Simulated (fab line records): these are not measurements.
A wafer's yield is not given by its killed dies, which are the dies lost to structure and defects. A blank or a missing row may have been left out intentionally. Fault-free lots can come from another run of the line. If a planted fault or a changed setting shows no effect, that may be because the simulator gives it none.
fab line records	flow sky130
record: lots: 6	wafers: 18	last-day: 50
route steps=708 shown SONOS_ONO@175 GATE_OXIDE@187 POLY_GATE@204 RES_PROTECT@206 PAD_OPEN@708
lots with no fault: from the same line, run without faults
start-h: hours from the record's opening day to when the first of the lot's shown wafers began	wait-h: time in hours since the lot's previous step	" the same as in the row above	L1.1+2: one row covering several wafers at once	- no value, or no start given	* or withheld: withheld	< > ~ a bound
route shown NAME@n: a module of which the file shows steps, and the number in the route of the first	usual: mean/standard deviation of fault-free wafers	same: alike in all rows	chamber/n: place in a boat	sites: the reading at each site	_std_site: how widely they spread, as a standard deviation	_edge_site: mean of outer sites minus mean of inner sites	radius-mm: for every site, how far away it sits from the centre of the wafer	mask NAME#n: copy n	behind: the tool/chamber that last shaped the wafer	hold: what put the lot on hold/how long, in hours/how the hold closed	device: the transistor (n, p or np) that didn't switch	end of line: tests run on the same wafers once the route is complete	where a step has no rows: the recipe by itself	killed: at the first sort, the dies lost to defects and structure; wafer yield is something else	map: a wafer's dies, x killed, . not, _ none there
set.NAME: setting as actually run; set.NAME@STEP: the setting as run at that earlier step	model.NAME: the simulator's own value behind a step, which no gauge read
lots at selected steps of the route; one table per step, one row per wafer
services: when a tool's chamber went out of use (start-h, in hours from the record's first day, below 0 if earlier), for how many hours, and the reason
== steps ==
step: SKY_SONOS_ONO_HMDS_07
recipe: prime-time-s: 60	prime-temp-c: 120
step: SKY_SONOS_ONO_COAT_08
recipe: resist: NOVOLAK	spin-rpm: 3000	resist-thk-nm: 1140
step: SKY_SONOS_ONO_SOFTBAKE_09
recipe: temp-c: 90	time-s: 60	resist: NOVOLAK
step: SKY_SONOS_ONO_EXPOSE_10
recipe: mask-id: ONOM	target-cd-nm: 410	na: 0.6	source-shape: conventional	sigma-outer: 0.6	dose-mj: 150
step: SKY_SONOS_ONO_PEB_11
recipe: temp-c: withheld	time-s: *	resist: NOVOLAK
step: SKY_SONOS_ONO_DEVELOP_12
recipe: develop-time-s: 60	dev-temp-c: 23
step: SKY_SONOS_ONO_CD_MEAS_13
recipe: target-cd-nm: 410
usual: cd-nm: 410.5/2.5
lot.wafer	tool	chamber	start-h	wait-h	cd-nm
L971.1	cd-sem-02	-	322.80	0.1	405.1
L971.2	"	-	"	"	406.5
L971.3	"	-	"	"	404.4
L974.1	cd-sem-01	-	347.73	0.1	408.5
L974.2	"	-	"	"	408.9
L974.4	"	-	"	"	407.6
L978.1	cd-sem-02	-	378.56	0.1	412.6
L978.2	"	-	"	"	411.1
L978.4	"	-	"	"	408.8
L986.1	cd-sem-02	-	443.78	0.1	410.8
L986.3	"	-	"	"	410.0
L986.4	"	-	"	"	411.0
L987.1	cd-sem-02	-	449.90	0.1	411.2
L987.3	"	-	"	"	411.1
L987.4	"	-	"	"	411.2
L988.3	cd-sem-01	-	462.44	0.1	414.6
L988.4	"	-	"	"	412.4
L988.5	"	-	"	"	414.5
step: SKY_SONOS_ONO_OVL_MEAS_14
usual: SONOS_ONO_OVL: 0.5/1.4
lot.wafer	tool	chamber	start-h	wait-h	SONOS_ONO_OVL[nm]
L971.1	overlay-01	-	322.92	0.1	-1.5
L971.2	"	-	"	"	-3.0
L971.3	"	-	"	"	0.0
L974.1	overlay-01	-	347.85	0.1	-0.3
L974.2	"	-	"	"	1.7
L974.4	"	-	"	"	-1.2
L978.1	overlay-01	-	378.68	0.1	0.9
L978.2	"	-	"	"	0.5
L978.4	"	-	"	"	0.8
L986.1	overlay-01	-	443.90	0.1	-0.9
L986.3	"	-	"	"	-1.5
L986.4	"	-	"	"	-1.4
L987.1	overlay-01	-	450.02	0.1	0.2
L987.3	"	-	"	"	1.6
L987.4	"	-	"	"	0.1
L988.3	overlay-01	-	462.53	0.1	1.3
L988.4	"	-	"	"	0.0
L988.5	"	-	"	"	1.7
step: SKY_SONOS_ONO_ETCH_15
recipe: target-depth-nm: 19.52	chemistry: CHF3/O2	source-w: 600	bias-w: 200	pressure-mtorr: 40	chf3-flow-sccm: 50	O2_flow_sccm: 5	time-s: 7.8
usual: drypump-motor-current-A: 5.5/0.48	oes-product-au: 0.998/0.0092	throttle-valve-pct: 8.825/0.0087
lot.wafer	tool	chamber	start-h	wait-h	drypump-motor-current-A	oes-product-au	rf-hours-counter-h	throttle-valve-pct
L971.1	rie-diel-01	1	322.96	0.0	6.1	1.002	8	8.836
L971.2	"	2	"	"	5.8	1.009	5	8.814
L971.3	"	3	"	"	4.8	0.995	8	8.823
L974.1	rie-diel-01	2	347.89	0.0	5.8	0.996	5	8.817
L974.2	"	1	"	"	6.0	1.003	9	8.846
L974.4	"	0	"	"	6.0	0.997	75	8.827
L978.1	rie-diel-02	3	378.72	0.0	5.0	0.984	45	8.814
L978.2	"	0	"	"	5.4	0.976	77	8.835
L978.4	"	1	"	"	5.0	0.995	-	8.820
L986.1	rie-diel-02	1	443.94	0.0	5.0	1.000	26	8.823
L986.3	"	2	"	"	6.0	0.994	21	8.824
L986.4	"	3	"	"	5.0	0.991	46	8.831
L987.1	rie-diel-02	3	450.06	0.0	5.0	0.975	46	8.829
L987.3	"	0	"	"	5.4	0.991	78	8.828
L987.4	"	2	"	"	6.0	0.984	21	8.829
L988.3	rie-diel-04	3	462.56	0.0	6.0	1.003	8	8.821
L988.4	"	3	"	"	6.0	0.996	-	8.842
L988.5	"	2	"	"	5.1	1.005	-	8.813
step: SKY_SONOS_ONO_WET_ETCH_16
recipe: chemistry: dHF	target-depth-nm: 14	dry: n2-spin	target: SiO2	dilution: 100:1	temp-c: 25	time-s: 280
step: SKY_SONOS_ONO_STRIP_17
recipe: chemistry: O2/N2	power-w: 1400	pressure-mtorr: 1500	platen-temp-c: withheld	o2-flow-sccm: 3000	n2-flow-sccm: 300	overash-fraction: 0.5
usual: drypump-motor-current-A: 5.5/0.32	n2-flow-sccm: 300.0/1	oes-product-au: 0.710/0.005	strip-time-to-endpoint-s: 14.13/0.041
lot.wafer	tool	chamber	start-h	wait-h	drypump-motor-current-A	n2-flow-sccm	oes-product-au	rf-hours-counter-h	strip-time-to-endpoint-s
L971.1	plasma-asher-01	0	323.06	0.0	5.4	300.3	0.707	51	14.12
L971.2	"	1	"	"	4.9	299.5	0.708	51	14.08
L971.3	"	1	"	"	4.9	299.7	0.708	-	14.14
L974.1	plasma-asher-02	1	348.00	0.0	5.3	298.7	0.707	65	14.13
L974.2	"	0	"	"	6.0	298.8	0.717	65	14.14
L974.4	"	1	"	"	5.3	298.5	0.710	-	14.13
L978.1	plasma-asher-03	0	378.83	0.0	5.6	301.3	0.704	25	14.19
L978.2	"	1	"	"	5.7	299.1	0.718	25	14.13
L978.4	"	0	"	"	5.6	300.8	0.710	-	14.11
L986.1	plasma-asher-03	1	444.05	0.0	5.7	299.7	0.711	31	14.12
L986.3	"	1	"	"	5.7	301.8	0.705	-	14.08
L986.4	"	0	"	"	5.6	300.2	0.704	-	14.11
L987.1	plasma-asher-03	1	450.17	0.0	5.7	300.1	0.704	32	14.14
L987.3	"	0	"	"	5.6	300.1	0.710	-	14.13
L987.4	"	1	"	"	5.7	302.3	0.710	-	14.13
L988.3	plasma-asher-01	1	462.70	0.0	4.9	301.0	0.709	-	14.17
L988.4	"	0	"	"	5.4	299.4	0.711	-	14.11
L988.5	"	0	"	"	5.4	300.8	0.699	-	14.12
step: SKY_SONOS_ONO_WET_ETCH_18
recipe: chemistry: H3PO4	target-depth-nm: 15	target: Si3N4	temp-c: 160	time-s: 172
step: SKY_GATE_OXIDE_CLEAN_00
recipe: chemistry: SC1/SC2	mix: 1:4:20	temp-c: 70	time-s: 150	dry: n2-spin
lot.wafer	tool	chamber	start-h	wait-h
L971.1+2+3	wet-bench-01	2	323.22	0.0
L974.1+2+4	wet-bench-04	1	348.16	0.0
L978.1+2+4	wet-bench-04	1	378.98	0.0
L986.1+3+4	wet-bench-04	2	444.21	0.0
L987.1+3+4	wet-bench-01	3	450.33	0.0
L988.3+4+5	wet-bench-01	0	462.83	0.0
step: SKY_GATE_OXIDE_OXIDATION_01
recipe: temp-c: 900	ambient: O2	stabilise-s: 600	purge-s: 300	target-thk-a: 102.68	ox-time-s: 1473
step: SKY_GATE_OXIDE_THK_MEAS_02
recipe: reads: SiO2_of_GATE_OXIDE_OXIDATION_01
usual: GATE_OXIDE_OXIDATION_00_THK: 10.27/0.2
lot.wafer	tool	chamber	start-h	wait-h	GATE_OXIDE_OXIDATION_00_THK[nm]
L971.1	film-metro-01	-	325.41	0.0	10.62
L971.2	"	-	"	"	10.46
L971.3	"	-	"	"	10.38
L974.1	film-metro-02	-	350.57	0.0	10.40
L974.2	"	-	"	"	10.70
L974.4	"	-	"	"	10.43
L978.1	film-metro-01	-	383.95	0.0	10.24
L978.2	"	-	"	"	10.46
L978.4	"	-	"	"	10.31
L986.1	film-metro-04	-	445.67	0.0	10.39
L986.3	"	-	"	"	10.36
L986.4	"	-	"	"	10.32
L987.1	film-metro-04	-	451.80	0.0	10.48
L987.3	"	-	"	"	10.50
L987.4	"	-	"	"	10.55
L988.3	film-metro-02	-	464.31	0.0	10.32
L988.4	"	-	"	"	10.44
L988.5	"	-	"	"	10.09
step: SKY_GATE_OXIDE_DEHYDRATE_03
recipe: temp-c: 200	time-s: 60
step: SKY_GATE_OXIDE_HMDS_04
recipe: prime-time-s: 60	prime-temp-c: 120
step: SKY_GATE_OXIDE_COAT_05
recipe: resist: NOVOLAK	spin-rpm: 3000	resist-thk-nm: 1140
step: SKY_GATE_OXIDE_SOFTBAKE_06
recipe: temp-c: 90	time-s: 60	resist: NOVOLAK
step: SKY_GATE_OXIDE_EXPOSE_07
recipe: mask-id: LVOM	na: 0.6	source-shape: conventional	sigma-outer: 0.6	polarization: unpolarized	target-cd-nm: 600	dose-mj: 170
step: SKY_GATE_OXIDE_PEB_08
recipe: temp-c: withheld	time-s: *	resist: NOVOLAK
step: SKY_GATE_OXIDE_DEVELOP_09
recipe: resist: NOVOLAK	developer: TMAH	develop-time-s: 60	dev-temp-c: 23
step: SKY_GATE_OXIDE_OVL_MEAS_10
usual: GATE_OXIDE_OVL: 0.4/1.6
lot.wafer	tool	chamber	start-h	wait-h	GATE_OXIDE_OVL[nm]
L971.1	overlay-02	-	352.43	0.1	0.0
L971.2	"	-	"	"	0.6
L971.3	"	-	"	"	-0.2
L974.1	overlay-01	-	377.46	0.1	0.9
L974.2	"	-	"	"	1.6
L974.4	"	-	"	"	1.1
L978.1	overlay-02	-	413.21	0.1	-0.7
L978.2	"	-	"	"	-3.0
L978.4	"	-	"	"	-2.8
L986.1	overlay-02	-	476.51	0.1	0.5
L986.3	"	-	"	"	0.5
L986.4	"	-	"	"	0.4
L987.1	overlay-01	-	482.73	0.1	-0.4
L987.3	"	-	"	"	-0.7
L987.4	"	-	"	"	0.6
L988.3	overlay-01	-	495.31	0.1	-2.0
L988.4	"	-	"	"	-1.7
L988.5	"	-	"	"	-1.9
step: SKY_GATE_OXIDE_IMPLANT_11
recipe: species: B	energy-kev: 10	dose-cm2: 2.6e+12	tilt-deg: withheld
step: SKY_GATE_OXIDE_WET_ETCH_12
recipe: chemistry: dHF	target-depth-nm: 16.8	dry: n2-spin	target: SiO2	dilution: 100:1	temp-c: 25	time-s: 336
step: SKY_GATE_OXIDE_STRIP_13
recipe: chemistry: O2/N2	power-w: 1400	pressure-mtorr: 1500	platen-temp-c: withheld	o2-flow-sccm: 3000	n2-flow-sccm: 300	overash-fraction: 0.5
usual: drypump-motor-current-A: 5.3/0.31	n2-flow-sccm: 299.9/0.83	oes-product-au: 0.716/0.0046	strip-time-to-endpoint-s: 14.18/0.032
lot.wafer	tool	chamber	start-h	wait-h	drypump-motor-current-A	n2-flow-sccm	oes-product-au	rf-hours-counter-h	strip-time-to-endpoint-s
L971.1	plasma-asher-03	0	352.73	0.0	5.6	300.9	0.721	22	14.19
L971.2	"	1	"	"	5.7	298.1	0.717	22	14.18
L971.3	"	1	"	"	5.7	297.4	0.714	-	14.20
L974.1	plasma-asher-01	0	377.75	0.0	5.4	301.3	0.710	56	14.19
L974.2	"	1	"	"	4.9	300.4	0.709	56	14.15
L974.4	"	1	"	"	4.9	299.9	0.713	-	14.19
L978.1	plasma-asher-01	0	413.50	0.0	5.4	299.5	0.721	60	14.14
L978.2	"	1	"	"	4.9	300.5	0.713	60	14.13
L978.4	"	1	"	"	4.9	300.5	0.711	-	14.15
L986.1	plasma-asher-04	1	476.80	0.0	5.4	299.8	0.720	79	14.19
L986.3	"	1	"	"	5.4	300.0	0.714	-	14.23
L986.4	"	0	"	"	5.1	299.2	0.710	-	14.24
L987.1	plasma-asher-01	0	483.02	0.0	5.5	299.8	0.714	67	14.18
L987.3	"	1	"	"	4.9	298.9	0.721	-	14.19
L987.4	"	0	"	"	5.5	299.2	0.714	-	14.21
L988.3	plasma-asher-01	1	495.74	0.0	4.9	298.7	0.718	-	14.20
L988.4	"	0	"	"	5.4	298.4	0.709	-	14.22
L988.5	"	0	"	"	5.4	299.6	0.717	-	14.19
step: SKY_GATE_OXIDE_TW_MEAS_14
usual: GATE_OXIDE_TW: 225.6/1.1
lot.wafer	tool	chamber	start-h	wait-h	GATE_OXIDE_TW
L971.1	film-metro-04	-	352.83	0.1	224.8
L971.2	"	-	"	"	224.6
L971.3	"	-	"	"	225.6
L974.1	film-metro-01	-	377.85	0.1	225.4
L974.2	"	-	"	"	224.0
L974.4	"	-	"	"	225.2
L978.1	film-metro-02	-	413.60	0.1	226.5
L978.2	"	-	"	"	226.8
L978.4	"	-	"	"	225.5
L986.1	film-metro-04	-	476.90	0.1	226.4
L986.3	"	-	"	"	225.3
L986.4	"	-	"	"	225.5
L987.1	film-metro-04	-	483.12	0.1	225.4
L987.3	"	-	"	"	225.2
L987.4	"	-	"	"	224.6
L988.3	film-metro-01	-	495.83	0.1	225.1
L988.4	"	-	"	"	225.0
L988.5	"	-	"	"	225.4
step: SKY_GATE_OXIDE_CLEAN_15
recipe: chemistry: SC1/SC2	mix: 1:4:20	temp-c: 70	time-s: 150	dry: n2-spin
step: SKY_GATE_OXIDE_OXIDATION_16
recipe: temp-c: 800	ambient: O2	idle-temp-c: 700	ramp-up-c-per-min: 10	ramp-down-c-per-min: 3	stabilise-s: 600	purge-s: 300	target-thk-a: 35.7	ox-time-s: 1915
step: SKY_POLY_GATE_CVD_00
recipe: material: poly-Si	target-thk-nm: 180	temp-c: 620	time-s: 720	pressure-mtorr: 200
step: SKY_POLY_GATE_THK_MEAS_01
recipe: reads: poly-Si_of_POLY_GATE_CVD_00
usual: POLY_GATE_CVD_00_THK: 181.1/1.7
lot.wafer	tool	chamber	start-h	wait-h	POLY_GATE_CVD_00_THK[nm]
L971.1	film-metro-01	-	355.94	0.0	178.7
L971.2	"	-	"	"	181.4
L971.3	"	-	"	"	179.4
L974.1	film-metro-04	-	384.30	0.0	183.2
L974.2	"	-	"	"	182.2
L974.4	"	-	"	"	182.6
L978.1	film-metro-04	-	416.53	0.0	184.8
L978.2	"	-	"	"	185.6
L978.4	"	-	"	"	185.7
L986.1	film-metro-04	-	480.78	0.0	181.8
L986.3	"	-	"	"	182.2
L986.4	"	-	"	"	183.1
L987.1	film-metro-01	-	485.96	0.0	182.2
L987.3	"	-	"	"	180.7
L987.4	"	-	"	"	181.5
L988.3	film-metro-03	-	498.68	0.0	181.9
L988.4	"	-	"	"	179.8
L988.5	"	-	"	"	180.6
step: SKY_RES_PROTECT_DEHYDRATE_00
recipe: temp-c: 200	time-s: 60
step: SKY_RES_PROTECT_HMDS_01
recipe: prime-time-s: 60	prime-temp-c: 120
step: SKY_RES_PROTECT_COAT_02
recipe: resist: NOVOLAK	spin-rpm: 3000	resist-thk-nm: 1140
step: SKY_RES_PROTECT_SOFTBAKE_03
recipe: temp-c: 90	time-s: 60	resist: NOVOLAK
step: SKY_RES_PROTECT_EXPOSE_04
recipe: mask-id: RPM	na: 0.6	source-shape: conventional	sigma-outer: 0.6	polarization: unpolarized	target-cd-nm: 1270	dose-mj: 131
step: SKY_RES_PROTECT_PEB_05
recipe: temp-c: withheld	time-s: *	resist: NOVOLAK
step: SKY_RES_PROTECT_DEVELOP_06
recipe: resist: NOVOLAK	developer: TMAH	develop-time-s: 60	dev-temp-c: 23
step: SKY_POLY_GATE_IMPLANT_02
recipe: species: P	energy-kev: 30	dose-cm2: 7.7e+15	tilt-deg: 0
step: SKY_RES_PROTECT_STRIP_07
recipe: chemistry: O2/N2	power-w: 1400	pressure-mtorr: 1500	platen-temp-c: withheld	o2-flow-sccm: 3000	n2-flow-sccm: 300	overash-fraction: 0.5
usual: drypump-motor-current-A: 5.54/0.27	n2-flow-sccm: 300.0/0.84	oes-product-au: 0.518/0.0048	strip-time-to-endpoint-s: 23.30/0.051
lot.wafer	tool	chamber	start-h	wait-h	drypump-motor-current-A	n2-flow-sccm	oes-product-au	rf-hours-counter-h	strip-time-to-endpoint-s
L971.1	plasma-asher-02	0	384.05	0.1	5.99	298.9	0.512	68	23.38
L971.2	"	1	"	"	5.31	300.4	0.522	68	23.35
L971.3	"	0	"	"	6.02	298.1	0.515	-	23.36
L974.1	plasma-asher-02	0	413.60	0.1	6.02	300.0	0.516	71	23.27
L974.2	"	1	"	"	5.36	299.0	0.520	71	23.31
L974.4	"	1	"	"	5.38	300.0	0.517	-	23.27
L978.1	plasma-asher-03	1	447.31	0.1	5.71	298.7	0.515	32	23.30
L978.2	"	0	"	"	5.61	301.3	0.517	32	23.32
L978.4	"	0	"	"	5.59	300.6	0.517	-	23.32
L986.1	plasma-asher-03	0	511.70	0.1	5.59	300.6	0.523	38	23.25
L986.3	"	1	"	"	5.69	299.5	0.518	-	23.19
L986.4	"	0	"	"	5.61	300.6	0.517	-	23.21
L987.1	plasma-asher-02	0	517.01	0.1	5.99	301.4	0.517	9	23.30
L987.3	"	1	"	"	5.31	301.5	0.516	-	23.34
L987.4	"	0	"	"	6.03	299.9	0.515	-	23.31
L988.3	plasma-asher-04	0	529.03	0.1	5.12	300.1	0.516	-	23.28
L988.4	"	1	"	"	5.39	299.9	0.516	-	23.30
L988.5	"	1	"	"	5.37	300.4	0.518	-	23.28
step: SKY_RES_PROTECT_TW_MEAS_08
usual: POLY_GATE_TW: 4046/32
lot.wafer	tool	chamber	start-h	wait-h	POLY_GATE_TW
L971.1	film-metro-03	-	384.15	0.1	4007
L971.2	"	-	"	"	4012
L971.3	"	-	"	"	3982
L974.1	film-metro-01	-	413.70	0.1	4054
L974.2	"	-	"	"	4056
L974.4	"	-	"	"	4047
L978.1	film-metro-02	-	447.41	0.1	4068
L978.2	"	-	"	"	4073
L978.4	"	-	"	"	4069
L986.1	film-metro-01	-	511.80	0.1	4089
L986.3	"	-	"	"	4047
L986.4	"	-	"	"	4066
L987.1	film-metro-01	-	517.11	0.1	4057
L987.3	"	-	"	"	4049
L987.4	"	-	"	"	4062
L988.3	film-metro-01	-	529.12	0.1	3997
L988.4	"	-	"	"	4029
L988.5	"	-	"	"	3999
step: SKY_RES_PROTECT_CLEAN_09
recipe: chemistry: SC1/SC2	mix: 1:4:20	temp-c: 70	time-s: 150	dry: n2-spin
step: SKY_PAD_OPEN_PROBE_99
usual: killed_at_M0_to_M3: 43/6.9	killed_at_M4_up: 3.1/1.8	killed-at-contacts: 24/5.1	killed-at-front-end: 15/4.8	killed-at-other: 0.3/0.48	killed-dies: 86/8.9	killed-on-rim: 18/3.8	killed-open: 47/6.8	killed-short: 39/6.3
same: gross-dies: 492	killed-at-back-side: 0
lot.wafer	tool	chamber	start-h	wait-h	killed_at_M0_to_M3	killed_at_M4_up	killed-at-contacts	killed-at-front-end	killed-at-other	killed-dies	killed-on-rim	killed-open	killed-short	model.etest.cap-thick-oxide.gate-bv-v	model.etest.diode-nwell-sub.leak-log10-a-cm2	model.etest.diode-dnwell-sub.leak-log10-a-cm2	model.etest.diode-pwell-dnwell.leak-log10-a-cm2	model.etest.diode-ndiff-pwell-hv.leak-log10-a-cm2	model.etest.diode-pdiff-nwell-hv.leak-log10-a-cm2	model.etest.diode-ndiff-pwell.leak-log10-a-cm2	model.etest.diode-pdiff-nwell.leak-log10-a-cm2
L971.1	prober-02	-	1108.07	0.1	40	5	23	11	2	81	11	35	46	16.27	-7.371	-7.207	-7.448	-6.693	-6.527	-7.346	-7.168
L971.2	prober-02	-	1108.12	0.1	41	6	22	14	0	83	15	44	39	16.12	-7.313	-7.293	-7.33	-6.479	-6.788	-7.433	-7.157
L971.3	prober-02	-	1108.17	0.2	46	3	18	10	0	77	20	39	38	15.54	-7.207	-7.373	-7.439	-6.368	-6.797	-7.581	-7.113
L974.1	prober-01	-	1127.28	0.1	35	4	26	14	0	79	16	40	38	15.56	-7.189	-7.159	-7.618	-6.726	-6.744	-7.33	-7.556
L974.2	prober-01	-	1127.33	0.1	50	2	25	13	0	90	22	52	37	16.13	-7.403	-7.428	-7.436	-6.496	-6.917	-7.329	-7.168
L974.4	prober-01	-	1127.43	0.2	52	2	28	6	0	88	16	47	41	16.18	-7.305	-7.213	-7.576	-6.669	-6.978	-7.382	-7.175
L978.1	prober-02	-	1148.47	0.1	45	4	36	10	0	95	18	47	48	15.82	-7.198	-7.315	-7.869	-6.775	-6.567	-7.463	-7.19
L978.2	prober-02	-	1148.52	0.1	53	2	22	11	0	88	18	53	35	16.27	-7.493	-7.335	-7.524	-6.869	-6.66	-7.449	-7.188
L978.4	prober-02	-	1148.62	0.2	32	1	28	12	1	74	19	42	32	15.64	-7.505	-7.378	-7.699	-6.436	-6.431	-7.157	-7.297
L986.1	prober-02	-	1189.02	0.1	47	3	20	18	0	88	16	42	46	15.99	-7.326	-7.396	-7.606	-6.786	-6.781	-7.278	-7.095
L986.3	prober-02	-	1189.12	0.2	58	5	24	13	0	100	20	60	39	15.64	-7.34	-7.439	-7.792	-6.418	-6.777	-7.432	-7.589
L986.4	prober-02	-	1189.17	0.2	42	1	20	18	0	81	15	44	37	15.8	-7.286	-6.925	-7.646	-6.751	-6.574	-7.067	-7.259
L987.1	prober-01	-	1189.33	0.1	42	3	24	14	0	83	17	39	44	14.58	-6.745	-6.534	-7.136	-6.279	-6.173	-7.259	-7.067
L987.3	prober-01	-	1189.43	0.2	43	4	24	17	0	88	16	50	38	14.83	-6.55	-6.426	-6.949	-6.331	-6.333	-6.837	-7.07
L987.4	prober-01	-	1189.48	0.2	37	4	22	14	0	77	11	43	34	14.67	-6.727	-6.383	-6.821	-6.569	-6.143	-7.237	-6.854
L988.3	prober-02	-	1192.12	0.2	49	2	32	19	0	102	18	59	43	14.51	-6.701	-6.838	-7.013	-6.318	-6.076	-7.042	-7.088
L988.4	prober-02	-	1192.17	0.2	32	3	29	13	0	77	9	43	34	14.54	-6.85	-6.618	-7.233	-6.548	-6.418	-7.326	-6.896
L988.5	prober-02	-	1192.22	0.2	55	2	27	12	0	96	13	53	43	14.65	-6.611	-6.677	-6.931	-6.538	-6.47	-6.922	-6.752
killed by level:class
L971.1 CONTACT:geometric-particle:open=8 METAL2:geometric-particle:short=7 VIA1:geometric-particle:open=7 METAL1:geometric-particle:short=6 VIA2:geometric-particle:open=6 METAL4:geometric-particle:short=5 LI_CONTACT:geometric-particle:open=5 FIELD_ISO:geometric-particle:short=4
L971.2 VIA1:geometric-particle:open=10 CONTACT:geometric-particle:open=6 METAL2:geometric-particle:short=6 VIA2:geometric-particle:open=6 FIELD_ISO:geometric-particle:open=5 LI_CONTACT:geometric-particle:short=5 LI_CONTACT:geometric-particle:open=5 LOCAL_INTERCONNECT:geometric-particle:short=4
L971.3 VIA1:geometric-particle:open=11 METAL1:geometric-particle:short=7 VIA1:geometric-particle:short=6 CONTACT:geometric-particle:open=5 FIELD_ISO:geometric-particle:open=5 LI_CONTACT:geometric-particle:open=5 CONTACT:geometric-particle:short=5 VIA3:geometric-particle:short=4
L974.1 VIA1:geometric-particle:open=12 CONTACT:geometric-particle:open=9 METAL1:geometric-particle:short=7 FIELD_ISO:geometric-particle:open=6 LI_CONTACT:geometric-particle:short=5 LOCAL_INTERCONNECT:geometric-particle:short=4 CONTACT:geometric-particle:short=4 FIELD_ISO:geometric-particle:short=3
L974.2 VIA1:geometric-particle:open=21 LI_CONTACT:geometric-particle:open=8 VIA1:geometric-particle:short=7 VIA3:geometric-particle:open=6 CONTACT:geometric-particle:open=6 CONTACT:geometric-particle:short=6 POLY_GATE:geometric-particle:short=3 METAL1:geometric-particle:short=3
L974.4 VIA1:geometric-particle:open=13 VIA1:geometric-particle:short=9 LI_CONTACT:geometric-particle:open=8 METAL1:geometric-particle:short=7 CONTACT:geometric-particle:open=6 VIA2:geometric-particle:open=6 VIA3:geometric-particle:open=6 CONTACT:geometric-particle:short=5
L978.1 VIA1:geometric-particle:open=14 LI_CONTACT:geometric-particle:open=12 METAL1:geometric-particle:short=11 CONTACT:geometric-particle:open=10 CONTACT:geometric-particle:short=7 LOCAL_INTERCONNECT:geometric-particle:short=4 METAL2:geometric-particle:short=4 VIA1:geometric-particle:short=4
L978.2 VIA1:geometric-particle:open=14 VIA3:geometric-particle:open=10 LI_CONTACT:geometric-particle:open=7 METAL2:geometric-particle:short=7 CONTACT:geometric-particle:open=7 VIA1:geometric-particle:short=5 METAL1:geometric-particle:short=5 VIA2:geometric-particle:open=5
L978.4 CONTACT:geometric-particle:open=15 VIA3:geometric-particle:open=7 LOCAL_INTERCONNECT:geometric-particle:short=5 METAL2:geometric-particle:short=5 VIA2:geometric-particle:open=5 METAL1:geometric-particle:short=4 FIELD_ISO:geometric-particle:short=3 POLY_GATE:geometric-particle:open=3
L986.1 VIA1:geometric-particle:open=8 CONTACT:geometric-particle:open=8 FIELD_ISO:geometric-particle:short=7 VIA2:geometric-particle:open=6 METAL1:geometric-particle:short=6 VIA3:geometric-particle:open=6 VIA1:geometric-particle:short=5 FIELD_ISO:geometric-particle:open=4
L986.3 VIA1:geometric-particle:open=15 CONTACT:geometric-particle:open=12 METAL1:geometric-particle:short=10 VIA3:geometric-particle:open=6 LI_CONTACT:geometric-particle:open=5 METAL2:geometric-particle:short=5 VIA2:geometric-particle:open=5 FIELD_ISO:geometric-particle:open=4
L986.4 VIA1:geometric-particle:open=11 LOCAL_INTERCONNECT:geometric-particle:short=7 VIA2:geometric-particle:open=7 VIA3:geometric-particle:open=5 LI_CONTACT:geometric-particle:open=5 FIELD_ISO:geometric-particle:short=4 POLY_GATE:geometric-particle:short=4 CONTACT:geometric-particle:open=4
L987.1 FIELD_ISO:geometric-particle:short=7 LI_CONTACT:geometric-particle:open=7 VIA3:geometric-particle:open=7 CONTACT:geometric-particle:open=7 VIA1:geometric-particle:open=6 VIA2:geometric-particle:short=6 METAL1:geometric-particle:short=5 FIELD_ISO:geometric-particle:open=4
L987.3 VIA1:geometric-particle:open=12 CONTACT:geometric-particle:open=9 METAL2:geometric-particle:short=7 VIA2:geometric-particle:open=6 FIELD_ISO:geometric-particle:open=5 VIA1:geometric-particle:short=5 LOCAL_INTERCONNECT:geometric-particle:short=4 CONTACT:geometric-particle:short=4
L987.4 CONTACT:geometric-particle:open=9 VIA1:geometric-particle:open=9 LI_CONTACT:geometric-particle:open=6 METAL1:geometric-particle:short=6 VIA1:geometric-particle:short=6 FIELD_ISO:geometric-particle:open=5 METAL2:geometric-particle:short=4 POLY_GATE:geometric-particle:open=3
L988.3 VIA1:geometric-particle:open=17 LI_CONTACT:geometric-particle:open=13 VIA3:geometric-particle:open=7 VIA1:geometric-particle:short=6 FIELD_ISO:geometric-particle:open=5 POLY_GATE:geometric-particle:short=5 LOCAL_INTERCONNECT:geometric-particle:short=5 CONTACT:geometric-particle:short=5
L988.4 CONTACT:geometric-particle:open=9 LI_CONTACT:geometric-particle:open=8 VIA2:geometric-particle:open=6 VIA3:geometric-particle:open=6 CONTACT:geometric-particle:short=5 VIA1:geometric-particle:open=5 FIELD_ISO:geometric-particle:short=4 POLY_GATE:geometric-particle:short=3
L988.5 VIA1:geometric-particle:open=15 LI_CONTACT:geometric-particle:open=9 VIA2:geometric-particle:open=8 CONTACT:geometric-particle:open=7 METAL1:geometric-particle:short=7 VIA3:geometric-particle:short=6 FIELD_ISO:geometric-particle:open=5 VIA3:geometric-particle:open=5
== services ==
tool	chamber	start-h	hours	kind
rie-diel-02	-	322.08	2.7	repair
plasma-asher-03	-	322.17	3.6	repair
rie-diel-01	-	335.10	0.3	repair
plasma-asher-03	-	340.89	4.2	repair
rie-diel-02	2	357.06	22.8	repair
rie-diel-01	-	377.16	2.8	pm
plasma-asher-01	-	408.61	0.6	repair
plasma-asher-02	-	421.25	9.0	pm
plasma-asher-02	0	421.25	9.0	vent-cycle
plasma-asher-02	1	421.25	9.0	vent-cycle
plasma-asher-02	0	430.25	-	clean
plasma-asher-02	1	430.25	-	clean
rie-diel-01	0	433.67	7.4	repair
rie-diel-04	-	434.17	14.6	pm
rie-diel-02	0	435.25	7.2	repair
rie-diel-01	0	455.55	8.2	repair
rie-diel-04	0	459.46	9.3	repair
rie-diel-04	0	468.72	-	clean
rie-diel-04	0	468.72	17.2	scheduled-down
rie-diel-04	0	468.72	17.2	vent-cycle
rie-diel-01	3	486.22	7.7	repair
wet-bench-01	-	526.70	2.4	repair
== key ==
first-sign none at tools or gauges
model-effect: step: SKY_PAD_OPEN_PROBE_99	value: etest.cap-thick-oxide.gate-bv-v	without: 15.71	struck: 14.63
met-at SKY_GATE_OXIDE_CLEAN_00
struck-wafers L987.1,L987.3,L987.4,L988.3,L988.4,L988.5
tester-left-out L987,L988
onset-between 323.22 450.33
also-fits time
fault: kind: metallic-contamination-source	tool: wet-bench-01	chamber: -	onset-h: 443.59	steps: SKY_GATE_OXIDE_CLEAN_00	rate-cm2-per-visit: 3.7992e+11	species: metal-fe-cm2
tester-left-out: of these lots the tester's yield and bins aren't shown, on N5 and GAA mostly nor the transistor test; their killed dies are dies lost to structure and defects alone, not to doping, threshold or leakage, so they don't give the yield
